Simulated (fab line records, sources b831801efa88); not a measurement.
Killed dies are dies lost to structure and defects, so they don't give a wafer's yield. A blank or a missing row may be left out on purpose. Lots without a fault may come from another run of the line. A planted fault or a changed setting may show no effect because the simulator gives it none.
Which tool did it? | flow gf180mcu | 12 lots, 36 wafers sampled, at 5 steps of a route of 602

WHAT THE GAUGES READ, wafer by wafer
GF_M3_CD_MEAS_14: target cd 280 nm. Usual: cd_nm 279.9 nm, standard deviation 1.1.
lot  | measured     | on        | cd_nm (nm)                          | flag
L590 | day 21 09:11 | cd_sem-02 | 279.4 278.1 280.7                   |
L591 | day 21 18:58 | cd_sem-01 | 279.7 279.2 279.4                   |
L592 | day 22 05:28 | cd_sem-02 | 280.5 279.8 280.4                   |
L593 | day 22 08:55 | cd_sem-02 | 279.7 281.1 281.4                   |
L594 | day 22 23:41 | cd_sem-01 | 280.4 278.9 279.0                   |
L595 | day 23 07:28 | cd_sem-01 | 279.2 279.5 280.1                   |
L596 | day 23 15:08 | cd_sem-01 | 279.1 277.9 278.7                   |
L597 | day 23 17:57 | cd_sem-01 | 280.6 281.7 281.0                   |
L606 | day 26 23:37 | cd_sem-01 | 250.1 249.5 279.5 250.2 249.3 279.5 | OFF
L608 | day 27 12:15 | cd_sem-02 | 280.7 280.9 281.2                   |
L609 | day 27 16:43 | cd_sem-01 | 280.8 282.2 281.8                   |
L613 | day 28 20:02 | cd_sem-01 | 283.8 281.4 281.9                   |

WHICH TOOL RAN EACH LOT (tool, then ch and the chambers of the sampled wafers, then the start)
lot  | GF_V2_CVD_23                  | GF_M3_SPUTTER_00             | GF_M3_SPUTTER_03             | GF_M3_EXPOSE_11
L590 | cvd_w-02 ch 0,1, day 20 07:43 | pvd_sputter-03, day 20 08:16 | pvd_sputter-03, day 20 08:26 | krf_scanner-02 ch 0, day 20 21:10
L591 | cvd_w-02 ch 0,1, day 20 18:18 | pvd_sputter-03, day 20 18:54 | pvd_sputter-03, day 20 19:04 | krf_scanner-02 ch 0, day 21 07:07
L592 | cvd_w-02 ch 0,1, day 21 05:20 | pvd_sputter-04, day 21 05:56 | pvd_sputter-04, day 21 06:05 | krf_scanner-01 ch 0, day 21 18:08
L593 | cvd_w-01 ch 0,1, day 21 07:56 | pvd_sputter-02, day 21 08:32 | pvd_sputter-02, day 21 08:41 | krf_scanner-02 ch 0, day 21 21:11
L594 | cvd_w-01 ch 0,1, day 22 00:04 | pvd_sputter-03, day 22 00:40 | pvd_sputter-03, day 22 00:49 | krf_scanner-02 ch 0, day 22 12:41
L595 | cvd_w-02 ch 0,1, day 22 07:41 | pvd_sputter-03, day 22 08:16 | pvd_sputter-03, day 22 08:26 | krf_scanner-02 ch 0, day 22 20:16
L596 | cvd_w-02 ch 0,1, day 22 15:01 | pvd_sputter-03, day 22 15:37 | pvd_sputter-03, day 22 15:46 | krf_scanner-01 ch 0, day 23 03:46
L597 | cvd_w-02 ch 0,1, day 22 19:10 | pvd_sputter-03, day 22 19:45 | pvd_sputter-03, day 22 19:55 | krf_scanner-01 ch 0, day 23 07:25
L606 | cvd_w-02 ch 0,1, day 26 02:14 | pvd_sputter-03, day 26 02:49 | pvd_sputter-03, day 26 02:59 | krf_scanner-01 ch 0, day 26 13:31
L608 | cvd_w-02 ch 0,1, day 26 15:08 | pvd_sputter-02, day 26 15:44 | pvd_sputter-02, day 26 15:53 | krf_scanner-02 ch 0, day 27 02:18
L609 | cvd_w-01 ch 0,1, day 26 19:34 | pvd_sputter-03, day 26 20:10 | pvd_sputter-03, day 26 20:19 | krf_scanner-02 ch 0, day 27 06:42
L613 | cvd_w-01 ch 0,1, day 28 00:01 | pvd_sputter-02, day 28 00:37 | pvd_sputter-02, day 28 00:47 | krf_scanner-02 ch 0, day 28 10:15
- GF_V2_CVD_23: deposits W, target thk 350 nm, time 104.94 s.
- GF_M3_SPUTTER_00: material Ti, target thk 37.5 nm, time 150 s.
- GF_M3_SPUTTER_03: material Ti, target thk 10 nm, time 6.7 s.
- GF_M3_EXPOSE_11: exposes mask Metal3, target cd 280 nm.

WHAT THE TOOLS THEMSELVES READ (means of the sampled wafers that have a number; where no wafer has one, the mark that the record gives instead)
GF_V2_CVD_23. Usual: heater_power_w 864 W, standard deviation 130.
lot  | tool     | heater_power_w (W) | flag
L590 | cvd_w-02 | 866                |
L591 | cvd_w-02 | 769                |
L592 | cvd_w-02 | 875                |
L593 | cvd_w-01 | 896                |
L594 | cvd_w-01 | 953                |
L595 | cvd_w-02 | 778                |
L596 | cvd_w-02 | 876                |
L597 | cvd_w-02 | 781                |
L606 | cvd_w-02 | 775                |
L608 | cvd_w-02 | 774                |
L609 | cvd_w-01 | 953                |
L613 | cvd_w-01 | 885                |

GF_M3_SPUTTER_00. Usual: cathode_dc_power_W 4000.1 W, standard deviation 0.76; throttle_valve_pct 30.0 %, standard deviation 0.72.
lot  | tool           | cathode_dc_power_W (W) | throttle_valve_pct (%) | flag
L590 | pvd_sputter-03 | 4000.0                 | 30.0                   |
L591 | pvd_sputter-03 | 3999.7                 | 29.9                   |
L592 | pvd_sputter-04 | 4000.0                 | 29.7                   |
L593 | pvd_sputter-02 | 3999.1                 | 30.3                   |
L594 | pvd_sputter-03 | 4001.2                 | 29.3                   |
L595 | pvd_sputter-03 | 4000.1                 | 30.7                   |
L596 | pvd_sputter-03 | 4000.9                 | 29.9                   |
L597 | pvd_sputter-03 | 4000.1                 | 29.5                   |
L606 | pvd_sputter-03 | 4000.7                 | 29.8                   |
L608 | pvd_sputter-02 | 3999.9                 | 29.7                   |
L609 | pvd_sputter-03 | 3999.8                 | 29.7                   |
L613 | pvd_sputter-02 | 4000.1                 | 30.8                   |

GF_M3_SPUTTER_03. Usual: cathode_dc_power_W 3000.0 W, standard deviation 0.53; throttle_valve_pct 30.0 %, standard deviation 0.69.
lot  | tool           | cathode_dc_power_W (W) | throttle_valve_pct (%) | flag
L590 | pvd_sputter-03 | 2999.9                 | 29.9                   |
L591 | pvd_sputter-03 | 3000.5                 | 29.8                   |
L592 | pvd_sputter-04 | 2999.8                 | 29.7                   |
L593 | pvd_sputter-02 | 2999.8                 | 30.2                   |
L594 | pvd_sputter-03 | 3000.2                 | 29.4                   |
L595 | pvd_sputter-03 | 2999.5                 | 30.5                   |
L596 | pvd_sputter-03 | 3000.3                 | 29.9                   |
L597 | pvd_sputter-03 | 3000.0                 | 29.6                   |
L606 | pvd_sputter-03 | 3000.1                 | 29.7                   |
L608 | pvd_sputter-02 | 3000.2                 | 29.8                   |
L609 | pvd_sputter-03 | 3000.3                 | 29.5                   |
L613 | pvd_sputter-02 | 3000.1                 | 30.9                   |

GF_M3_EXPOSE_11. Usual: reticle_temp_C 23.00 C, standard deviation 0.11.
lot  | tool           | reticle_temp_C (C) | flag
L590 | krf_scanner-02 | 23.06              |
L591 | krf_scanner-02 | 22.82              |
L592 | krf_scanner-01 | 22.97              |
L593 | krf_scanner-02 | 22.95              |
L594 | krf_scanner-02 | 22.99              |
L595 | krf_scanner-02 | 23.07              |
L596 | krf_scanner-01 | 23.06              |
L597 | krf_scanner-01 | 23.09              |
L606 | krf_scanner-01 | 23.12              |
L608 | krf_scanner-02 | 22.90              |
L609 | krf_scanner-02 | 22.94              |
L613 | krf_scanner-02 | 23.11              |

THE ANSWER, worked out from the rows above alone
Rule: a lot is off if the mean of its wafers that have a number lies more than 3 standard deviations from the usual mean. A lot without any number at a reading at which 4 lots or more have one is off too. The other lots that the step has rows for count as sound. The gauges are gone through in route order, then the tools' own readings, and for those a lot's mean is taken as printed above. The first step at which some lot is off is used, and at that step the reading that is off furthest; a lot without a number counts as furthest.
Off: L606, at GF_M3_CD_MEAS_14 (cd_nm).
A tool fits if, at a process step before that reading, it ran every lot that is off, and no sound lot after the first of them. The gauges at GF_M3_CD_MEAS_14 are tried like those tools. One fits: krf_scanner-01 at GF_M3_EXPOSE_11. Its last sound lot is L597 (day 23 07:25), its first lot that is off L606 (day 26 13:31): a fault that began between those two fits.

WHAT THE SIMULATOR HAD PUT IN
Process parameter drift: krf_scanner-01, from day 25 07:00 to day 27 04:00, at GF_M3_EXPOSE_11. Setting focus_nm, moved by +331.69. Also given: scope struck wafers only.
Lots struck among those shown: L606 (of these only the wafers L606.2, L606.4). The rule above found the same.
